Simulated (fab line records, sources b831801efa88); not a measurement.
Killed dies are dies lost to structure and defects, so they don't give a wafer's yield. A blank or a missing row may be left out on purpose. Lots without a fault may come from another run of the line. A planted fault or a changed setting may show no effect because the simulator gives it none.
Chamber matching | flow sky130 | SKY_LI_CONTACT_ETCH_15 on rie_diel-02: 4 sister chambers
The step etches PSG in C4F8/O2/Ar, stops on Si, target depth 600 nm. 8 wafers are shown with their chamber, then 11 later ones without.

WAFERS WITH THEIR CHAMBER
wafer  | chamber | oes_product_au (a.u.)
L081.2 | 2       | 0.832
L083.2 | 2       | 0.837
L083.5 | 0       | 0.834
L083.6 | 3       | 0.840
L086.3 | 0       | 0.836
L086.4 | 1       | 0.833
L086.6 | 1       | 0.835
L093.1 | 3       | 0.838

WAFERS WITHOUT THEIR CHAMBER
wafer  | oes_product_au (a.u.)
L093.2 | 0.828
L093.3 | 0.830
L093.4 | 0.834
L093.5 | 0.839
L093.6 | 0.837
L096.1 | 0.839
L096.2 | 0.835
L096.3 | 0.840
L096.4 | 0.830
L096.5 | 0.840
L096.6 | 0.842

WHICH CHAMBER EACH WENT THROUGH
wafer  | from the rows above               | in truth
L093.2 | can't be placed: 1 or 2 or 0      | 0
L093.3 | can't be placed: 1 or 2 or 0      | 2
L093.4 | can't be placed: 1 or 2 or 0      | 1
L093.5 | can't be placed: 3 or 0           | 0
L093.6 | can't be placed: 0 or 3 or 2 or 1 | 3
L096.1 | can't be placed: 3 or 0           | 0
L096.2 | can't be placed: 0 or 2 or 1 or 3 | 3
L096.3 | can't be placed: 3 or 0           | 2
L096.4 | can't be placed: 1 or 2 or 0      | 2
L096.5 | can't be placed: 3 or 0           | 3
L096.6 | can't be placed: 3 or 0           | 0
Placed correctly: 0 of 11. Can't be placed from these rows: 11 (the true chamber is among the candidates in 10). Placed wrongly: 0.
How it was worked out, from the rows above alone: a wafer's distance from a chamber is the root of the sum, over the readings, of the square of ((its reading less the chamber's mean) divided by the reading's scatter). The wafer belongs to the nearest chamber; if the next one is less than 2 further off, it can't be placed. A chamber's mean is the mean of its shown wafers. The scatter: the root of (the sum of the squares of (reading less its chamber's mean) over the shown wafers, divided by (wafers less chambers)).
